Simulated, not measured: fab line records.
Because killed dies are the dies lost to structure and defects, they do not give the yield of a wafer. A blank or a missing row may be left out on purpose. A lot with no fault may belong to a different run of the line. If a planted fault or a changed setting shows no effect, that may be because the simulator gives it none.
The tool behind it: which one? || flow sky130 || 6 lots, 18 wafers sampled, at 3 steps of a route of 708

WHAT THE GAUGES SHOWED, per wafer
SKY_VIA2_THK_MEAS_01.
{"lot": "L732", "measured": "day 35 00:20", "on": "film metro-03", "VIA2_HDPCVD_THK (nm)": "1189 1198 1203"}
{"lot": "L735", "measured": "day 36 17:26", "on": "film metro-03", "VIA2_HDPCVD_THK (nm)": "1172 1186 1172"}
{"lot": "L738", "measured": "day 37 09:02", "on": "film metro-02", "VIA2_HDPCVD_THK (nm)": "2349 2356 2358"}
{"lot": "L740", "measured": "day 38 03:08", "on": "film metro-02", "VIA2_HDPCVD_THK (nm)": "1183 1172 1172"}
{"lot": "L749", "measured": "day 41 10:03", "on": "film metro-01", "VIA2_HDPCVD_THK (nm)": "1169 1155 1175"}
{"lot": "L752", "measured": "day 42 01:35", "on": "film metro-02", "VIA2_HDPCVD_THK (nm)": "1163 1185 1165"}

WHAT TOOL EACH LOT RAN ON (gives the tool, then ch and the chambers of the sampled wafers, and finally the start)
{"lot": "L732", "SKY_METAL2_SPUTTER_01": "pvd sputter-02, day 33 21:10", "SKY_VIA2_HDPCVD_00": "hdpcvd-01 ch 1,2, day 35 00:11"}
{"lot": "L735", "SKY_METAL2_SPUTTER_01": "pvd sputter-02, day 35 14:10", "SKY_VIA2_HDPCVD_00": "hdpcvd-02 ch 0,1, day 36 17:19"}
{"lot": "L738", "SKY_METAL2_SPUTTER_01": "pvd sputter-01, day 36 05:28", "SKY_VIA2_HDPCVD_00": "hdpcvd-01 ch 0,1, day 37 08:37"}
{"lot": "L740", "SKY_METAL2_SPUTTER_01": "pvd sputter-02, day 36 23:19", "SKY_VIA2_HDPCVD_00": "hdpcvd-01 ch 0,1, day 38 02:56"}
{"lot": "L749", "SKY_METAL2_SPUTTER_01": "pvd sputter-01, day 40 08:06", "SKY_VIA2_HDPCVD_00": "hdpcvd-01 ch 0,1,2, day 41 09:54"}
{"lot": "L752", "SKY_METAL2_SPUTTER_01": "pvd sputter-01, day 40 23:49", "SKY_VIA2_HDPCVD_00": "hdpcvd-02 ch 1,2, day 42 01:27"}
- SKY_METAL2_SPUTTER_01: material TiN, target thk 20 nm, time 16.7 s.
- SKY_VIA2_HDPCVD_00: deposits SiO2, target thk 1180 nm, time 196.7 s.

THE ANSWER, worked out from the rows above alone
Rule: usual is defined by the lots themselves. Put in order of their means at a reading, lots are off if they are a third of the lots or fewer, leave a main group of 4 or more, and stand apart from it by a gap of 3 or more times the standard deviation of the main group's means; of several such gaps the widest counts. If all means in a main group match to the digits the tables above print for the reading, that group is not used. A lot without any number at a reading at which 4 lots or more have one is off too. Where the step has rows for the other lots, those lots are counted as sound.
Off: L738, seen at SKY_VIA2_THK_MEAS_01 (VIA2_HDPCVD_THK). The main group: mean 1177 nm, standard deviation 10.
A tool fits if, at a process step before that reading, it ran every lot that is off, and no sound lot after the first of them. Those tools and the gauges at SKY_VIA2_THK_MEAS_01 are tried in the same way. No candidate that was tried fits.

WHAT HAD BEEN PUT IN BY THE SIMULATOR
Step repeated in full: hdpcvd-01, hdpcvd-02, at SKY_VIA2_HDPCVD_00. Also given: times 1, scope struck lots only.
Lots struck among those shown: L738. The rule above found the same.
